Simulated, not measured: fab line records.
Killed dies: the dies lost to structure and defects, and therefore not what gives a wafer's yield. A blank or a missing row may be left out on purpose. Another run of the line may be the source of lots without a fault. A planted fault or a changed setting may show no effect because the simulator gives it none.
fab line records | flow gf180mcu
record lots=24 | wafers=72 | last_day=34
route steps=602 shown M2@366 V3@451 M4@470 MIM@503 V5@558 PASSIVATION@588
lots untouched by any fault: they come from a run of this same line in which no faults occurred
start_h: the number of hours between the record's first day and the start of the first shown wafer of the lot | wait_h: how many hours have passed since the lot's step before this one | " repeats the value in the row above | L1.1+2: several wafers, shown together as one row | - either no value or no given start | * or withheld: withheld | < > ~ a bound
route shown NAME@n: names a module that has steps shown in the file, with the first one's number in the route | usual: mean/standard deviation taken from wafers without a fault | same: alike in all rows | chamber/n: place in a boat | sites: each site's reading | _std_site: the standard deviation of these | _edge_site: outer sites' mean less inner sites' | radius_mm: how far each site lies from the wafer's centre | mask NAME#n: copy n | behind: the tool/chamber that last shaped the wafer | hold: what put the lot on hold/how long, in hours/how the hold closed | device: names the non-switching transistor (n, p or np) | end of line: the tests these same wafers got at the end of their route | a step given without rows: its recipe and nothing more | killed: dies that structure and defects cost at the first sort, which is not the same as the wafer's yield | map: per-die view of a wafer (x killed, . not killed, _ where there is no die)
set.NAME: setting as actually run; set.NAME@STEP: the setting as run at that earlier step | model.NAME: the simulator's own value behind a step, which no gauge read
a sample of lots followed through the steps of the route, with each step as a table and each wafer as a row
services: a tool's chamber out of use, with start hour (start_h, from the record's first day; less than 0 if before it), hours out, and reason
## steps
# step GF_M2_SPUTTER_04
# recipe material=TiN | target_thk_nm=50 | power_w=6500 | time_s=41.7 | chamber_pressure_pa=0.4
# usual throttle_valve_pct=30.4/0.77
lot.wafer | tool           | chamber | start_h | wait_h | throttle_valve_pct
L074.2    | pvd_sputter-02 | -       | 411.97  | 0.0    | 30.0
L074.3    | "              | -       | "       | "      | 29.9
L074.5    | "              | -       | "       | "      | 29.6
L075.1    | pvd_sputter-03 | -       | 417.84  | 0.0    | 30.4
L075.3    | "              | -       | "       | "      | 31.9
L075.5    | "              | -       | "       | "      | 31.6
L076.1    | pvd_sputter-04 | -       | 434.67  | 0.0    | 30.9
L076.3    | "              | -       | "       | "      | 30.1
L076.4    | "              | -       | "       | "      | 30.0
L077.1    | pvd_sputter-03 | -       | 440.50  | 0.0    | 29.4
L077.2    | "              | -       | "       | "      | 30.4
L077.4    | "              | -       | "       | "      | 31.8
L078.3    | pvd_sputter-04 | -       | 448.80  | 0.0    | 29.7
L078.4    | "              | -       | "       | "      | 30.0
L078.5    | "              | -       | "       | "      | 30.4
L079.1    | pvd_sputter-02 | -       | 455.21  | 0.0    | 31.5
L079.3    | "              | -       | "       | "      | 30.6
L079.5    | "              | -       | "       | "      | 30.2
L080.1    | pvd_sputter-03 | -       | 469.50  | 0.0    | 29.4
L080.3    | "              | -       | "       | "      | 30.4
L080.4    | "              | -       | "       | "      | 31.9
L081.2    | pvd_sputter-03 | -       | 481.04  | 0.0    | 29.7
L081.4    | "              | -       | "       | "      | 30.2
L081.5    | "              | -       | "       | "      | 29.5
L082.1    | pvd_sputter-03 | -       | 486.44  | 0.0    | 31.7
L082.3    | "              | -       | "       | "      | 30.1
L082.6    | "              | -       | "       | "      | 32.1
L083.1    | pvd_sputter-02 | -       | 490.39  | 0.0    | 30.4
L083.3    | "              | -       | "       | "      | 30.1
L083.6    | "              | -       | "       | "      | 30.9
L084.2    | pvd_sputter-04 | -       | 507.35  | 0.0    | 30.7
L084.5    | "              | -       | "       | "      | 30.0
L084.6    | "              | -       | "       | "      | 30.7
L085.1    | pvd_sputter-02 | -       | 512.76  | 0.0    | 30.6
L085.3    | "              | -       | "       | "      | 29.8
L085.6    | "              | -       | "       | "      | 29.8
L086.1    | pvd_sputter-02 | -       | 528.82  | 0.0    | 29.8
L086.2    | "              | -       | "       | "      | 29.8
L086.3    | "              | -       | "       | "      | 31.3
L087.3    | pvd_sputter-03 | -       | 532.37  | 0.0    | 29.3
L087.5    | "              | -       | "       | "      | 29.3
L087.6    | "              | -       | "       | "      | 30.2
L088.1    | pvd_sputter-03 | -       | 544.32  | 0.0    | 30.3
L088.4    | "              | -       | "       | "      | 29.6
L088.5    | "              | -       | "       | "      | 30.3
L089.1    | pvd_sputter-03 | -       | 554.65  | 0.0    | 29.4
L089.5    | "              | -       | "       | "      | 31.9
L089.6    | "              | -       | "       | "      | 30.4
L090.3    | pvd_sputter-02 | -       | 560.80  | 0.0    | 29.8
L090.5    | "              | -       | "       | "      | 31.3
L090.6    | "              | -       | "       | "      | 30.5
L091.1    | pvd_sputter-04 | -       | 562.80  | 0.0    | 29.8
L091.2    | "              | -       | "       | "      | 29.9
L091.5    | "              | -       | "       | "      | 30.7
L092.1    | pvd_sputter-02 | -       | 578.01  | 0.0    | 30.0
L092.3    | "              | -       | "       | "      | 30.5
L092.6    | "              | -       | "       | "      | 31.5
L093.1    | pvd_sputter-02 | -       | 582.23  | 0.0    | 31.2
L093.2    | "              | -       | "       | "      | 30.0
L093.4    | "              | -       | "       | "      | 29.7
L094.1    | pvd_sputter-04 | -       | 585.20  | 0.0    | 29.9
L094.2    | "              | -       | "       | "      | 30.8
L094.4    | "              | -       | "       | "      | 30.3
L095.1    | pvd_sputter-03 | -       | 589.10  | 0.0    | 30.5
L095.3    | "              | -       | "       | "      | 29.4
L095.6    | "              | -       | "       | "      | 31.9
L096.1    | pvd_sputter-02 | -       | 600.82  | 0.0    | 30.3
L096.2    | "              | -       | "       | "      | 29.6
L096.3    | "              | -       | "       | "      | 30.5
L097.4    | pvd_sputter-04 | -       | 607.15  | 0.0    | 30.6
L097.5    | "              | -       | "       | "      | 30.9
L097.6    | "              | -       | "       | "      | 30.1
# step GF_V3_SPUTTER_22
# recipe material=TiN | target_thk_nm=10 | chamber_pressure_pa=5 | power_w=4000 | time_s=40
# usual throttle_valve_pct=30.3/0.54
lot.wafer | tool           | chamber | start_h | wait_h | throttle_valve_pct
L074.2    | pvd_sputter-01 | -       | 512.85  | 0.0    | 29.5
L074.3    | "              | -       | "       | "      | 30.6
L074.5    | "              | -       | "       | "      | 29.9
L075.1    | pvd_sputter-04 | -       | 515.43  | 0.0    | 30.6
L075.3    | "              | -       | "       | "      | 30.0
L075.5    | "              | -       | "       | "      | 30.3
L076.1    | pvd_sputter-01 | -       | 535.44  | 0.0    | 31.0
L076.3    | "              | -       | "       | "      | 29.7
L076.4    | "              | -       | "       | "      | 30.3
L077.1    | pvd_sputter-04 | -       | 538.32  | 0.0    | 29.7
L077.2    | "              | -       | "       | "      | 30.8
L077.4    | "              | -       | "       | "      | 30.7
L078.3    | pvd_sputter-01 | -       | 552.72  | 0.0    | 30.3
L078.4    | "              | -       | "       | "      | 30.6
L078.5    | "              | -       | "       | "      | 30.9
L079.1    | pvd_sputter-04 | -       | 554.56  | 0.0    | 30.9
L079.3    | "              | -       | "       | "      | 30.5
L079.5    | "              | -       | "       | "      | 30.1
L080.1    | pvd_sputter-04 | -       | 566.51  | 0.0    | 30.6
L080.3    | "              | -       | "       | "      | 30.9
L080.4    | "              | -       | "       | "      | 30.1
L081.2    | pvd_sputter-01 | -       | 579.13  | 0.0    | 30.1
L081.4    | "              | -       | "       | "      | 29.5
L081.5    | "              | -       | "       | "      | 30.3
L082.1    | pvd_sputter-04 | -       | 583.28  | 0.0    | 31.1
L082.3    | "              | -       | "       | "      | 30.8
L082.6    | "              | -       | "       | "      | 29.9
L083.1    | pvd_sputter-01 | -       | 586.47  | 0.0    | 30.4
L083.3    | "              | -       | "       | "      | 30.7
L083.6    | "              | -       | "       | "      | 30.2
L084.2    | pvd_sputter-02 | -       | 603.46  | 0.0    | 29.7
L084.5    | "              | -       | "       | "      | 30.6
L084.6    | "              | -       | "       | "      | 29.6
L085.1    | pvd_sputter-02 | -       | 607.68  | 0.0    | 29.7
L085.3    | "              | -       | "       | "      | 30.8
L085.6    | "              | -       | "       | "      | 30.5
L086.1    | pvd_sputter-02 | -       | 620.22  | 0.0    | 30.7
L086.2    | "              | -       | "       | "      | 30.1
L086.3    | "              | -       | "       | "      | 30.1
L087.3    | pvd_sputter-01 | -       | 624.93  | 0.0    | 30.1
L087.5    | "              | -       | "       | "      | 30.1
L087.6    | "              | -       | "       | "      | 31.0
L088.1    | pvd_sputter-02 | -       | 635.06  | 0.0    | 29.7
L088.4    | "              | -       | "       | "      | 29.5
L088.5    | "              | -       | "       | "      | 30.4
L089.1    | pvd_sputter-04 | -       | 644.98  | 0.0    | 29.8
L089.5    | "              | -       | "       | "      | 29.9
L089.6    | "              | -       | "       | "      | 30.6
L090.3    | pvd_sputter-02 | -       | 649.53  | 0.0    | 29.6
L090.5    | "              | -       | "       | "      | 29.9
L090.6    | "              | -       | "       | "      | 30.0
L091.1    | pvd_sputter-01 | -       | 652.54  | 0.0    | 29.5
L091.2    | "              | -       | "       | "      | 30.7
L091.5    | "              | -       | "       | "      | 30.8
L092.1    | pvd_sputter-01 | -       | 665.03  | 0.0    | 30.5
L092.3    | "              | -       | "       | "      | 30.1
L092.6    | "              | -       | "       | "      | 30.1
L093.1    | pvd_sputter-02 | -       | 667.96  | 0.0    | 30.1
L093.2    | "              | -       | "       | "      | 31.3
L093.4    | "              | -       | "       | "      | 30.1
L094.1    | pvd_sputter-01 | -       | 672.59  | 0.0    | 29.5
L094.2    | "              | -       | "       | "      | 30.8
L094.4    | "              | -       | "       | "      | 30.6
L095.1    | pvd_sputter-01 | -       | 676.59  | 0.0    | 30.1
L095.3    | "              | -       | "       | "      | 29.9
L095.6    | "              | -       | "       | "      | 31.1
L096.1    | pvd_sputter-02 | -       | 685.44  | 0.0    | 30.9
L096.2    | "              | -       | "       | "      | 30.7
L096.3    | "              | -       | "       | "      | 29.9
L097.4    | pvd_sputter-01 | -       | 692.50  | 0.0    | 30.1
L097.5    | "              | -       | "       | "      | 30.1
L097.6    | "              | -       | "       | "      | 29.8
# step GF_M4_CD_MEAS_14
# recipe target_cd_nm=280
# usual cd_nm=280.0/0.94
lot.wafer | tool      | chamber | start_h | wait_h | cd_nm
L074.2    | cd_sem-02 | -       | 536.68  | 0.1    | 280.7
L074.3    | "         | -       | "       | "      | 280.5
L074.5    | "         | -       | "       | "      | 281.5
L075.1    | cd_sem-02 | -       | 539.00  | 0.1    | 280.4
L075.3    | "         | -       | "       | "      | 279.5
L075.5    | "         | -       | "       | "      | 279.7
L076.1    | cd_sem-02 | -       | 559.21  | 0.1    | 280.0
L076.3    | "         | -       | "       | "      | 280.8
L076.4    | "         | -       | "       | "      | 279.5
L077.1    | cd_sem-01 | -       | 561.45  | 0.1    | 280.8
L077.2    | "         | -       | "       | "      | 280.7
L077.4    | "         | -       | "       | "      | 282.4
L078.3    | cd_sem-01 | -       | 575.16  | 0.1    | 279.5
L078.4    | "         | -       | "       | "      | 278.6
L078.5    | "         | -       | "       | "      | 279.6
L079.1    | cd_sem-02 | -       | 577.16  | 0.1    | 279.2
L079.3    | "         | -       | "       | "      | 279.4
L079.5    | "         | -       | "       | "      | 279.2
L080.1    | cd_sem-01 | -       | 588.70  | 0.1    | 281.6
L080.3    | "         | -       | "       | "      | 279.8
L080.4    | "         | -       | "       | "      | 280.8
L081.2    | cd_sem-02 | -       | 601.43  | 0.1    | 280.3
L081.4    | "         | -       | "       | "      | 279.7
L081.5    | "         | -       | "       | "      | 279.2
L082.1    | cd_sem-01 | -       | 605.11  | 0.1    | 278.9
L082.3    | "         | -       | "       | "      | 278.2
L082.6    | "         | -       | "       | "      | 280.1
L083.1    | cd_sem-01 | -       | 608.65  | 0.1    | 280.2
L083.3    | "         | -       | "       | "      | 278.8
L083.6    | "         | -       | "       | "      | 279.8
L084.2    | cd_sem-01 | -       | 624.98  | 0.1    | 278.9
L084.5    | "         | -       | "       | "      | 279.8
L084.6    | "         | -       | "       | "      | 279.5
L085.1    | cd_sem-01 | -       | 629.51  | 0.1    | 278.0
L085.3    | "         | -       | "       | "      | 279.2
L085.6    | "         | -       | "       | "      | 278.6
L086.1    | cd_sem-02 | -       | 640.95  | 0.1    | 280.6
L086.2    | "         | -       | "       | "      | 278.8
L086.3    | "         | -       | "       | "      | 279.7
L087.3    | cd_sem-02 | -       | 646.11  | 0.1    | 279.3
L087.5    | "         | -       | "       | "      | 279.9
L087.6    | "         | -       | "       | "      | 278.3
L088.1    | cd_sem-01 | -       | 655.65  | 0.1    | 278.7
L088.4    | "         | -       | "       | "      | 279.3
L088.5    | "         | -       | "       | "      | 279.7
L089.1    | cd_sem-02 | -       | 664.61  | 0.1    | 278.8
L089.5    | "         | -       | "       | "      | 277.9
L089.6    | "         | -       | "       | "      | 278.5
L090.3    | cd_sem-01 | -       | 670.36  | 0.1    | 280.8
L090.5    | "         | -       | "       | "      | 281.5
L090.6    | "         | -       | "       | "      | 280.4
L091.1    | cd_sem-02 | -       | 673.00  | 0.1    | 280.6
L091.2    | "         | -       | "       | "      | 280.5
L091.5    | "         | -       | "       | "      | 280.1
L092.1    | cd_sem-01 | -       | 684.50  | 0.1    | 280.7
L092.3    | "         | -       | "       | "      | 281.1
L092.6    | "         | -       | "       | "      | 280.8
L093.1    | cd_sem-01 | -       | 687.92  | 0.1    | 278.4
L093.2    | "         | -       | "       | "      | 280.1
L093.4    | "         | -       | "       | "      | 280.3
L094.1    | cd_sem-01 | -       | 692.50  | 0.1    | 280.7
L094.2    | "         | -       | "       | "      | 281.5
L094.4    | "         | -       | "       | "      | 280.9
L095.1    | cd_sem-02 | -       | 696.76  | 0.1    | 282.1
L095.3    | "         | -       | "       | "      | 281.2
L095.6    | "         | -       | "       | "      | 281.4
L096.1    | cd_sem-02 | -       | 704.67  | 0.1    | 279.9
L096.2    | "         | -       | "       | "      | 280.5
L096.3    | "         | -       | "       | "      | 279.9
L097.4    | cd_sem-01 | -       | 712.18  | 0.1    | 280.1
L097.5    | "         | -       | "       | "      | 281.1
L097.6    | "         | -       | "       | "      | 279.9
# step GF_MIM_SPUTTER_00
# recipe material=Ti | target_thk_nm=37.5 | arriving_ion_energy_ev=80 | substrate_temp_c=200 | chamber_pressure_pa=2 | power_w=4000 | time_s=150
# usual throttle_valve_pct=30.3/0.72
lot.wafer | tool           | chamber | start_h | wait_h | throttle_valve_pct
L074.2    | pvd_sputter-02 | -       | 562.29  | 0.2    | 30.8
L074.3    | "              | -       | "       | "      | 30.0
L074.5    | "              | -       | "       | "      | 30.5
L075.1    | pvd_sputter-02 | -       | 564.54  | 0.2    | 29.9
L075.3    | "              | -       | "       | "      | 31.3
L075.5    | "              | -       | "       | "      | 30.7
L076.1    | pvd_sputter-03 | -       | 584.39  | 0.1    | 29.0
L076.3    | "              | -       | "       | "      | 30.6
L076.4    | "              | -       | "       | "      | 29.4
L077.1    | pvd_sputter-02 | -       | 587.21  | 0.1    | 31.3
L077.2    | "              | -       | "       | "      | 30.6
L077.4    | "              | -       | "       | "      | 29.6
L078.3    | pvd_sputter-03 | -       | 599.45  | 0.1    | 29.4
L078.4    | "              | -       | "       | "      | 31.8
L078.5    | "              | -       | "       | "      | 29.3
L079.1    | pvd_sputter-01 | -       | 601.44  | 0.1    | 29.9
L079.3    | "              | -       | "       | "      | 29.5
L079.5    | "              | -       | "       | "      | 29.5
L080.1    | pvd_sputter-03 | -       | 612.89  | 0.1    | 29.4
L080.3    | "              | -       | "       | "      | 30.3
L080.4    | "              | -       | "       | "      | 31.7
L081.2    | pvd_sputter-01 | -       | 625.39  | 0.1    | 30.6
L081.4    | "              | -       | "       | "      | 29.6
L081.5    | "              | -       | "       | "      | 30.7
L082.1    | pvd_sputter-01 | -       | 628.47  | 0.1    | 29.5
L082.3    | "              | -       | "       | "      | 30.5
L082.6    | "              | -       | "       | "      | 29.7
L083.1    | pvd_sputter-01 | -       | 632.76  | 0.2    | 30.2
L083.3    | "              | -       | "       | "      | 31.2
L083.6    | "              | -       | "       | "      | 31.2
L084.2    | pvd_sputter-02 | -       | 648.41  | 0.1    | 29.7
L084.5    | "              | -       | "       | "      | 30.6
L084.6    | "              | -       | "       | "      | 29.9
L085.1    | pvd_sputter-02 | -       | 652.93  | 0.1    | 30.7
L085.3    | "              | -       | "       | "      | 29.9
L085.6    | "              | -       | "       | "      | 30.7
L086.1    | pvd_sputter-01 | -       | 663.26  | 0.1    | 29.8
L086.2    | "              | -       | "       | "      | 30.5
L086.3    | "              | -       | "       | "      | 31.0
L087.3    | pvd_sputter-03 | -       | 668.46  | 0.1    | 29.5
L087.5    | "              | -       | "       | "      | 29.3
L087.6    | "              | -       | "       | "      | 30.2
L088.1    | pvd_sputter-03 | -       | 678.42  | 0.1    | 29.4
L088.4    | "              | -       | "       | "      | 29.5
L088.5    | "              | -       | "       | "      | 29.7
L089.1    | pvd_sputter-01 | -       | 686.27  | 0.1    | 30.3
L089.5    | "              | -       | "       | "      | 30.3
L089.6    | "              | -       | "       | "      | 31.1
L090.3    | pvd_sputter-02 | -       | 692.26  | 0.2    | 29.6
L090.5    | "              | -       | "       | "      | 29.7
L090.6    | "              | -       | "       | "      | 29.9
L091.1    | pvd_sputter-01 | -       | 695.33  | 0.1    | 30.1
L091.2    | "              | -       | "       | "      | 30.5
L091.5    | "              | -       | "       | "      | 30.2
L092.1    | pvd_sputter-03 | -       | 705.92  | 0.2    | 29.4
L092.3    | "              | -       | "       | "      | 29.2
L092.6    | "              | -       | "       | "      | 31.9
L093.1    | pvd_sputter-01 | -       | 709.55  | 0.1    | 29.6
L093.2    | "              | -       | "       | "      | 30.7
L093.4    | "              | -       | "       | "      | 29.9
L094.1    | pvd_sputter-01 | -       | 714.22  | 0.2    | 30.3
L094.2    | "              | -       | "       | "      | 30.2
L094.4    | "              | -       | "       | "      | 30.9
L095.1    | pvd_sputter-02 | -       | 718.46  | 0.1    | 29.9
L095.3    | "              | -       | "       | "      | 30.3
L095.6    | "              | -       | "       | "      | 31.4
L096.1    | pvd_sputter-02 | -       | 726.01  | 0.2    | 31.1
L096.2    | "              | -       | "       | "      | 31.0
L096.3    | "              | -       | "       | "      | 30.0
L097.4    | pvd_sputter-02 | -       | 733.51  | 0.1    | 29.7
L097.5    | "              | -       | "       | "      | 29.9
L097.6    | "              | -       | "       | "      | 30.1
# step GF_V5_STRIP_18
# recipe chemistry=O2/N2 | power_w=1400 | pressure_mtorr=1500 | platen_temp_c=250 | o2_flow_sccm=3000 | n2_flow_sccm=300 | overash_fraction=0.5
# usual drypump_motor_current_A=5.7/0.3 | heater_power_w=358/28 | oes_product_au=0.569/0.0049
lot.wafer | tool            | chamber | start_h | wait_h | drypump_motor_current_A | heater_power_w | oes_product_au | rf_hours_counter_h
L074.2    | plasma_asher-01 | 0       | 628.57  | -      | 5.6                     | 325            | 0.568          | 54
L074.3    | "               | 1       | "       | "      | 6.1                     | 403            | 0.560          | -
L074.5    | "               | 1       | "       | "      | 6.1                     | 400            | 0.571          | -
L075.1    | plasma_asher-01 | 0       | 630.98  | -      | 5.6                     | 323            | 0.557          | 55
L075.3    | "               | 0       | "       | "      | 5.6                     | 335            | 0.577          | -
L075.5    | "               | 1       | "       | "      | 6.1                     | 400            | 0.570          | -
L076.1    | plasma_asher-01 | 0       | 648.57  | -      | 5.6                     | 331            | 0.569          | 56
L076.3    | "               | 0       | "       | "      | 5.6                     | 324            | 0.568          | -
L076.4    | "               | 1       | "       | "      | 6.1                     | 402            | 0.566          | -
L077.1    | plasma_asher-03 | 1       | 651.84  | -      | 5.2                     | 360            | 0.576          | 83
L077.2    | "               | 0       | "       | "      | 5.9                     | 358            | 0.569          | 83
L077.4    | "               | 0       | "       | "      | 5.9                     | 361            | 0.567          | -
L078.3    | plasma_asher-01 | 1       | 661.44  | -      | 6.1                     | 398            | 0.570          | -
L078.4    | "               | 0       | "       | "      | 5.6                     | 327            | 0.567          | -
L078.5    | "               | 1       | "       | "      | 6.1                     | 395            | 0.578          | -
L079.1    | plasma_asher-01 | 0       | 664.08  | -      | 5.6                     | 332            | 0.566          | 59
L079.3    | "               | 1       | "       | "      | 6.1                     | 394            | 0.570          | -
L079.5    | "               | 0       | "       | "      | 5.5                     | 315            | 0.567          | -
L080.1    | plasma_asher-03 | 0       | 675.28  | -      | 5.9                     | 358            | 0.573          | 88
L080.3    | "               | 1       | "       | "      | 5.3                     | 372            | 0.572          | -
L080.4    | "               | 0       | "       | "      | 5.9                     | 352            | 0.571          | -
L081.2    | plasma_asher-04 | 0       | 686.86  | -      | 5.5                     | 348            | 0.566          | 103
L081.4    | "               | 1       | "       | "      | 5.5                     | 325            | 0.563          | -
L081.5    | "               | 0       | "       | "      | 5.5                     | 340            | 0.569          | -
L082.1    | plasma_asher-03 | 0       | 689.81  | -      | 5.9                     | 359            | 0.575          | 89
L082.3    | "               | 0       | "       | "      | 5.9                     | 357            | 0.572          | -
L082.6    | "               | 0       | "       | "      | 5.9                     | 357            | 0.561          | -
L083.1    | plasma_asher-03 | 1       | 693.16  | -      | 5.3                     | 378            | 0.565          | 90
L083.3    | "               | 0       | "       | "      | 5.9                     | 352            | 0.563          | -
L083.6    | "               | 0       | "       | "      | 5.9                     | 362            | 0.560          | -
L084.2    | plasma_asher-03 | 0       | 709.03  | -      | 5.9                     | 357            | 0.561          | 91
L084.5    | "               | 1       | "       | "      | 5.2                     | 353            | 0.564          | -
L084.6    | "               | 0       | "       | "      | 5.9                     | 361            | 0.576          | -
L085.1    | plasma_asher-04 | 0       | 712.36  | -      | 5.5                     | 339            | 0.575          | 106
L085.3    | "               | 0       | "       | "      | 5.5                     | 338            | 0.577          | -
L085.6    | "               | 0       | "       | "      | 5.5                     | 344            | 0.574          | -
L086.1    | plasma_asher-04 | 0       | 720.01  | -      | 5.5                     | 343            | 0.568          | 107
L086.2    | "               | 1       | "       | "      | 5.5                     | 342            | 0.574          | 107
L086.3    | "               | 0       | "       | "      | 5.5                     | 338            | 0.574          | -
L087.3    | plasma_asher-01 | 0       | 726.30  | -      | 5.6                     | 323            | 0.571          | -
L087.5    | "               | 0       | "       | "      | 5.6                     | 317            | 0.572          | -
L087.6    | "               | 1       | "       | "      | 6.1                     | 391            | 0.567          | -
L088.1    | plasma_asher-01 | 1       | 734.98  | -      | 6.1                     | 385            | 0.567          | 66
L088.4    | "               | 0       | "       | "      | 5.6                     | 325            | 0.575          | -
L088.5    | "               | 1       | "       | "      | 6.1                     | 402            | 0.564          | -
L089.1    | plasma_asher-01 | 1       | 742.61  | -      | 6.1                     | 397            | 0.570          | 67
L089.5    | "               | 0       | "       | "      | 5.6                     | 327            | 0.566          | -
L089.6    | "               | 1       | "       | "      | 6.1                     | 390            | 0.563          | -
L090.3    | plasma_asher-03 | 0       | 747.30  | -      | 5.9                     | 362            | 0.562          | -
L090.5    | "               | 1       | "       | "      | 5.3                     | 376            | 0.573          | -
L090.6    | "               | 0       | "       | "      | 5.9                     | 363            | 0.567          | -
L091.1    | plasma_asher-01 | 1       | 750.88  | -      | 6.1                     | 403            | 0.567          | 68
L091.2    | "               | 0       | "       | "      | 5.6                     | 323            | 0.567          | 68
L091.5    | "               | 0       | "       | "      | 5.5                     | 328            | 0.561          | -
L092.1    | plasma_asher-03 | 0       | 760.31  | -      | 5.9                     | 364            | 0.570          | 96
L092.3    | "               | 1       | "       | "      | 5.3                     | 359            | 0.567          | -
L092.6    | "               | 1       | "       | "      | 5.3                     | 369            | 0.573          | -
L093.1    | plasma_asher-01 | 1       | 762.66  | -      | 6.1                     | 387            | 0.568          | 69
L093.2    | "               | 0       | "       | "      | 5.6                     | 322            | 0.575          | 69
L093.4    | "               | 0       | "       | "      | 5.6                     | 322            | 0.569          | -
L094.1    | plasma_asher-04 | 0       | 768.51  | -      | 5.5                     | 371            | 0.565          | 3
L094.2    | "               | 1       | "       | "      | 5.4                     | 329            | 0.572          | 3
L094.4    | "               | 0       | "       | "      | 5.5                     | 364            | 0.563          | -
L095.1    | plasma_asher-04 | 1       | 771.28  | -      | 5.4                     | 328            | 0.571          | 3
L095.3    | "               | 0       | "       | "      | 5.5                     | 376            | 0.568          | -
L095.6    | "               | 1       | "       | "      | 5.5                     | 322            | 0.570          | -
L096.1    | plasma_asher-01 | 0       | 778.36  | -      | 5.6                     | 329            | 0.567          | 70
L096.2    | "               | 1       | "       | "      | 6.1                     | 405            | 0.568          | 70
L096.3    | "               | 1       | "       | "      | 6.1                     | 399            | 0.577          | -
L097.4    | plasma_asher-01 | 0       | 784.91  | -      | 5.6                     | 329            | 0.565          | -
L097.5    | "               | 1       | "       | "      | 6.1                     | 389            | 0.571          | -
L097.6    | "               | 0       | "       | "      | 5.6                     | 318            | 0.571          | -
# step GF_PASSIVATION_THK_MEAS_01
# recipe reads=SiO2_of_PASSIVATION_CVD_00
# usual PASSIVATION_CVD_00_THK=1004/12
lot.wafer | tool          | chamber | start_h | wait_h | PASSIVATION_CVD_00_THK[nm]
L074.2    | film_metro-03 | -       | 651.35  | 0.1    | 998
L074.3    | "             | -       | "       | "      | 1014
L074.5    | "             | -       | "       | "      | 1019
L075.1    | film_metro-02 | -       | 653.54  | 0.0    | 1003
L075.3    | "             | -       | "       | "      | 991
L075.5    | "             | -       | "       | "      | 1023
L076.1    | film_metro-03 | -       | 671.36  | 0.0    | 999
L076.3    | "             | -       | "       | "      | 1000
L076.4    | "             | -       | "       | "      | 1006
L077.1    | film_metro-01 | -       | 673.27  | 0.0    | 996
L077.2    | "             | -       | "       | "      | 1004
L077.4    | "             | -       | "       | "      | 1015
L078.3    | film_metro-01 | -       | 682.53  | 0.1    | 1004
L078.4    | "             | -       | "       | "      | 1011
L078.5    | "             | -       | "       | "      | 1035
L079.1    | film_metro-03 | -       | 685.23  | 0.0    | 991
L079.3    | "             | -       | "       | "      | 982
L079.5    | "             | -       | "       | "      | 1003
L080.1    | film_metro-03 | -       | 696.45  | 0.0    | 1003
L080.3    | "             | -       | "       | "      | 988
L080.4    | "             | -       | "       | "      | 995
L081.2    | film_metro-01 | -       | 707.86  | 0.0    | 998
L081.4    | "             | -       | "       | "      | 1004
L081.5    | "             | -       | "       | "      | 994
L082.1    | film_metro-01 | -       | 710.99  | 0.0    | 1002
L082.3    | "             | -       | "       | "      | 1000
L082.6    | "             | -       | "       | "      | 1017
L083.1    | film_metro-01 | -       | 713.97  | 0.0    | 1007
L083.3    | "             | -       | "       | "      | 998
L083.6    | "             | -       | "       | "      | 1012
L084.2    | film_metro-03 | -       | 728.56  | 0.0    | 1004
L084.5    | "             | -       | "       | "      | 1022
L084.6    | "             | -       | "       | "      | 1014
L085.1    | film_metro-01 | -       | 732.65  | 0.0    | 998
L085.3    | "             | -       | "       | "      | 1006
L085.6    | "             | -       | "       | "      | 1001
L086.1    | film_metro-03 | -       | 739.70  | 0.0    | 1001
L086.2    | "             | -       | "       | "      | 990
L086.3    | "             | -       | "       | "      | 982
L087.3    | film_metro-03 | -       | 745.25  | 0.1    | 991
L087.5    | "             | -       | "       | "      | 1003
L087.6    | "             | -       | "       | "      | 1012
L088.1    | film_metro-03 | -       | 754.90  | 0.0    | 991
L088.4    | "             | -       | "       | "      | 1002
L088.5    | "             | -       | "       | "      | 1012
L089.1    | film_metro-03 | -       | 761.70  | 0.0    | 1011
L089.5    | "             | -       | "       | "      | 1027
L089.6    | "             | -       | "       | "      | 1007
L090.3    | film_metro-01 | -       | 765.70  | 0.1    | 1003
L090.5    | "             | -       | "       | "      | 1021
L090.6    | "             | -       | "       | "      | 1018
L091.1    | film_metro-02 | -       | 769.50  | 0.0    | 995
L091.2    | "             | -       | "       | "      | 977
L091.5    | "             | -       | "       | "      | 990
L092.1    | film_metro-03 | -       | 778.39  | 0.0    | 1014
L092.3    | "             | -       | "       | "      | 996
L092.6    | "             | -       | "       | "      | 1017
L093.1    | film_metro-01 | -       | 780.57  | 0.0    | 990
L093.2    | "             | -       | "       | "      | 979
L093.4    | "             | -       | "       | "      | 995
L094.1    | film_metro-02 | -       | 786.78  | 0.0    | 990
L094.2    | "             | -       | "       | "      | 977
L094.4    | "             | -       | "       | "      | 1010
L095.1    | film_metro-01 | -       | 789.39  | 0.0    | 985
L095.3    | "             | -       | "       | "      | 995
L095.6    | "             | -       | "       | "      | 1020
L096.1    | film_metro-01 | -       | 796.37  | 0.1    | 985
L096.2    | "             | -       | "       | "      | 980
L096.3    | "             | -       | "       | "      | 1003
L097.4    | film_metro-01 | -       | 802.61  | 0.0    | 1020
L097.5    | "             | -       | "       | "      | 1005
L097.6    | "             | -       | "       | "      | 1010
## services
tool            | chamber | start_h | hours | kind
pvd_sputter-04  | -       | 390.00  | 1.6   | repair
pvd_sputter-03  | -       | 450.82  | 2.4   | repair
plasma_asher-04 | -       | 451.39  | 2.8   | pm
pvd_sputter-02  | -       | 467.37  | 4.0   | repair
pvd_sputter-02  | -       | 481.74  | 8.2   | repair
pvd_sputter-04  | -       | 494.19  | 2.4   | repair
pvd_sputter-02  | 1       | 516.28  | -     | consumable_replace:kit
pvd_sputter-02  | 1       | 516.28  | 18.0  | scheduled_down
pvd_sputter-04  | -       | 535.28  | 2.6   | repair
plasma_asher-04 | -       | 541.80  | 7.8   | repair
pvd_sputter-04  | -       | 569.34  | 0.9   | repair
pvd_sputter-02  | -       | 592.48  | 2.3   | repair
pvd_sputter-04  | -       | 621.17  | 19.5  | repair
plasma_asher-03 | -       | 625.62  | 6.0   | repair
pvd_sputter-03  | -       | 638.76  | 1.8   | repair
plasma_asher-01 | -       | 645.07  | 1.0   | repair
plasma_asher-04 | -       | 651.67  | 27.8  | pm
pvd_sputter-02  | -       | 655.99  | 6.3   | repair
pvd_sputter-03  | -       | 688.55  | 3.1   | repair
pvd_sputter-01  | -       | 716.96  | 1.7   | repair
plasma_asher-04 | -       | 726.14  | 3.1   | repair
plasma_asher-04 | -       | 733.75  | 9.0   | pm
pvd_sputter-03  | -       | 748.09  | 1.9   | repair
pvd_sputter-01  | -       | 761.98  | 1.2   | repair
## key
fault none
